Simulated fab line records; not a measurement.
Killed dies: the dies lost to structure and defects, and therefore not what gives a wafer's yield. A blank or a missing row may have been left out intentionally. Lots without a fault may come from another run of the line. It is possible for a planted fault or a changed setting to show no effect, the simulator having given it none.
Problem report in the 8D (eight disciplines) form, filled by code    flow sky130    the parts of the form that need people (team, actions taken, sign-off) are left out

== 1. PROBLEM STATEMENT ==
chamberPressurePa at SKY_METAL2_SPUTTER_04 reads a mean of 0.3774 Pa on 2 wafers of 1 lot; wafers without a fault read 0.4000 Pa with a standard deviation of 0.00073. That is -31 standard deviations from the usual mean.
The step: material TiN, target thk 70 nm, time 58.3 s.
Earliest sighting: wafer L537.1 on pvdSputter-03 at day 41 00:16. At this step, 36 wafers from 12 lots have a number in the record. The rule behind "out" and "out of limits": a value lying over 4 standard deviations away from the usual mean. The other wafers with a number count as sound.

== 2. WHAT IT IS; WHAT IT IS NOT ==
question                     is                 is not
which readings at this step  chamberPressurePa  throttleValvePct
which lots                   L537               L515, L516, L517, L519, L520, L521, L522, L524, L525, L526, L529
which wafers of those lots   L537.1, L537.6     L537.3
read on which tools          pvdSputter-03      pvdSputter-01, pvdSputter-02
when                         from day 41 00:16  up to then (34 sound wafers)

== 3. THE SUSPECTS, EACH WITH WHAT RULES IT OUT ==
Counting: any tool at a process step up to the reading remains a suspect provided it ran every lot that is out. Sound lots after the first of them don't rule it out here, since some wafers of a struck lot are sound.
- cmp-01 at SKY_VIA1_CMP_02 (polishes SiO2): kept. It ran the lot that is out, L537 (day 39 21:52); its last sound lot up to then is L529 (day 37 06:13).
- cvdW-01 at SKY_VIA1_CVD_21 (deposits W, target thk 270 nm, time 80.902 s): kept. It ran the lot that is out, L537 (day 40 23:35); its last sound lot up to then is L525 (day 37 07:46).
- pvdSputter-03 at SKY_METAL2_SPUTTER_04 (material TiN, target thk 70 nm, time 58.3 s): kept. It ran the lot that is out, L537 (day 41 00:16); its last sound lot up to then is L524 (day 37 00:17). Out on those wafers are its own readings of chamberPressurePa.
- Within cmp-01 at SKY_VIA1_CMP_02: the wafers that are out ran in chambers 2, 3; their sound lot-mates ran in chamber 0.
The count leaves cmp-01 at SKY_VIA1_CMP_02, cvdW-01 at SKY_VIA1_CVD_21, and pvdSputter-03 at SKY_METAL2_SPUTTER_04.

== 4. THE CAUSE (what the simulator had put in) ==
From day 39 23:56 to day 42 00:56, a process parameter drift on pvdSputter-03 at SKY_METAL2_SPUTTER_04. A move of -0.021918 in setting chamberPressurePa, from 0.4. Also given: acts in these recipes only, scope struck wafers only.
Counting leaves 3 suspects; this tool is one of them.

== 5. SEQUENCE OF EFFECTS, ordered by route ==
Each row: a reading whose mean over the struck wafers that have a number lies more than 3 standard deviations from the usual. Only readings for which the record gives a usual standard deviation are gone through. hours: the time from each lot's start at the first step in this table that gives one to its start at this step, as a median over the lots. sigmas: the change in usual standard deviations.
hours  step                   reading            usual      on struck wafers  change   sigmas
0      SKY_METAL2_SPUTTER_04  chamberPressurePa  0.4000 Pa  0.3774            -0.0226  -31
Its process steps:
- SKY_METAL2_SPUTTER_04: material TiN, target thk 70 nm, time 58.3 s.

== 6. WHAT WOULD HAVE CAUGHT IT SOONER ==
In this record no reading fell out of limits until day 41 00:16, 24 hours after the fault had begun at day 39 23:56.
